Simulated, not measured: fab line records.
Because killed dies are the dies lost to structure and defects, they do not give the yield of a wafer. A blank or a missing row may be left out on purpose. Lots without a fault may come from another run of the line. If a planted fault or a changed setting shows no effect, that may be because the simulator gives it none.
Shared-tool check + flow sky130 + 45 wafers sampled across 12 lots

== WHAT PROMPTED THE OPENING ==
At SKY_NWELL_RS_MEAS_29 the reading NWELL_RS is flagged on 3 of 12 lots. Fault-free wafers read 624.7 ohm/sq, with a standard deviation of 1.6.
Rule: a lot gets a flag if all its wafers with a number sit over 4 standard deviations from that mean, or if no wafer of it has a number. All remaining lots are regarded as sound.

| lot  | measured     | on           | NWELL_RS (ohm/sq), wafer by wafer   | flag    |
|------|--------------|--------------|-------------------------------------|---------|
| L304 | day 5 09:35  | filmMetro-01 | 627.0 626.5 629.1                   |         |
| L305 | day 5 19:16  | filmMetro-04 | 624.2 623.9 625.3                   |         |
| L307 | day 6 03:11  | filmMetro-04 | 604.0 600.9 603.3 603.9 603.1 603.3 | FLAGGED |
| L308 | day 6 12:52  | filmMetro-03 | 625.8 623.2 623.8                   |         |
| L309 | day 6 20:20  | filmMetro-04 | 622.8 624.2 625.1                   |         |
| L312 | day 7 10:02  | filmMetro-01 | 606.0 606.5 606.4 606.5 608.3 606.7 | FLAGGED |
| L315 | day 8 01:17  | filmMetro-03 | 605.8 605.2 606.8 605.8 603.8 605.8 | FLAGGED |
| L319 | day 9 02:02  | filmMetro-04 | 623.7 622.6 623.5                   |         |
| L320 | day 9 11:20  | filmMetro-01 | 627.5 627.5 627.7                   |         |
| L322 | day 11 12:20 | filmMetro-03 | 624.9 623.5 625.1                   |         |
| L326 | day 11 12:40 | filmMetro-01 | 624.2 624.6 625.9                   |         |
| L323 | day 11 12:40 | filmMetro-04 | 624.5 624.3 623.0                   |         |
The mean of the flagged lots' numbers is 605.1 ohm/sq, -19.6 ohm/sq from the usual (-12 standard deviations).

== LOT BY LOT: THE TOOL USED ==
The record holds 3 process steps before the reading, out of a route of 708 steps. In each cell: the tool, then ch and the chambers that the sampled wafers went through, then the start.
| lot  | flag    | SKY_FIELD_ISO_ETCH_14            | SKY_NWELL_IMPLANT_13            | SKY_NWELL_RTA_28                |
|------|---------|----------------------------------|---------------------------------|---------------------------------|
| L304 |         | rieDiel-03 ch 0,1,2, day 2 09:10 | implanter-03 ch 0, day 4 15:34  | rtpAnneal-02 ch 0, day 5 09:29  |
| L305 |         | rieDiel-01 ch 0,3, day 2 15:06   | implanter-03 ch 0, day 5 00:49  | rtpAnneal-02 ch 0, day 5 19:09  |
| L307 | FLAGGED | rieDiel-04 ch 0,1,2, day 3 00:58 | implanter-02 ch 0, day 5 09:27  | rtpAnneal-02 ch 0, day 6 03:05  |
| L308 |         | rieDiel-04 ch 1,2, day 3 07:41   | implanter-04 ch 0, day 5 19:33  | rtpAnneal-01 ch 0, day 6 12:46  |
| L309 |         | rieDiel-01 ch 0,2,3, day 3 14:55 | implanter-03 ch 0, day 6 04:12  | rtpAnneal-01 ch 0, day 6 20:14  |
| L312 | FLAGGED | rieDiel-01 ch 1,2, day 4 04:44   | implanter-04 ch 0, day 6 14:36  | rtpAnneal-02 ch 0, day 7 09:56  |
| L315 | FLAGGED | rieDiel-04 ch 1,3, day 4 19:14   | implanter-04 ch 0, day 7 05:22  | rtpAnneal-01 ch 0, day 8 01:11  |
| L319 |         | rieDiel-01 ch 2,3, day 5 15:29   | implanter-02 ch 0, day 8 04:48  | rtpAnneal-01 ch 0, day 9 01:56  |
| L320 |         | rieDiel-03 ch 0,2,3, day 5 20:02 | implanter-04 ch 0, day 8 13:02  | rtpAnneal-02 ch 0, day 9 11:14  |
| L322 |         | rieDiel-04 ch 2,3, day 7 12:07   | implanter-04 ch 0, day 10 13:16 | rtpAnneal-01 ch 0, day 11 12:13 |
| L326 |         | rieDiel-03 ch 0,1,3, day 7 13:16 | implanter-03 ch 0, day 10 13:57 | rtpAnneal-01 ch 0, day 11 12:34 |
| L323 |         | rieDiel-01 ch 0,2,3, day 7 12:46 | implanter-02 ch 0, day 10 13:33 | rtpAnneal-02 ch 0, day 11 12:34 |
What these steps do:
- SKY_FIELD_ISO_ETCH_14: etches BARC in N2/H2, stops on SiO2, time 45.9 s, target depth 60 nm.
- SKY_NWELL_IMPLANT_13
- SKY_NWELL_RTA_28: time 30 s.
- SKY_NWELL_RS_MEAS_29: measures by four-point-probe.

== FLAGGED AGAINST TOTAL, ONE TOOL AT A TIME (gauges that did the reading follow at the end) ==
| step                  | tool         | lots run | flagged | share of the flagged lots | sound lots run after its first flagged lot |
|-----------------------|--------------|----------|---------|---------------------------|--------------------------------------------|
| SKY_FIELD_ISO_ETCH_14 | rieDiel-01   | 5        | 1       | some                      | 2 (L319,L323)                              |
| SKY_FIELD_ISO_ETCH_14 | rieDiel-03   | 3        | 0       | none                      | -                                          |
| SKY_FIELD_ISO_ETCH_14 | rieDiel-04   | 4        | 2       | some                      | 2 (L308,L322)                              |
| SKY_NWELL_IMPLANT_13  | implanter-02 | 3        | 1       | some                      | 2 (L319,L323)                              |
| SKY_NWELL_IMPLANT_13  | implanter-03 | 4        | 0       | none                      | -                                          |
| SKY_NWELL_IMPLANT_13  | implanter-04 | 5        | 2       | some                      | 2 (L320,L322)                              |
| SKY_NWELL_RTA_28      | rtpAnneal-01 | 6        | 1       | some                      | 3 (L319,L322,L326)                         |
| SKY_NWELL_RTA_28      | rtpAnneal-02 | 6        | 2       | some                      | 2 (L320,L323)                              |
| SKY_NWELL_RS_MEAS_29  | filmMetro-01 | 4        | 1       | some                      | 2 (L320,L326)                              |
| SKY_NWELL_RS_MEAS_29  | filmMetro-03 | 3        | 1       | some                      | 1 (L322)                                   |
| SKY_NWELL_RS_MEAS_29  | filmMetro-04 | 5        | 1       | some                      | 3 (L309,L319,L323)                         |

== WHAT THE TABLE PERMITS ==
No row of the table ran every flagged lot.

== WHAT WAS PUT IN BY THE SIMULATOR ==
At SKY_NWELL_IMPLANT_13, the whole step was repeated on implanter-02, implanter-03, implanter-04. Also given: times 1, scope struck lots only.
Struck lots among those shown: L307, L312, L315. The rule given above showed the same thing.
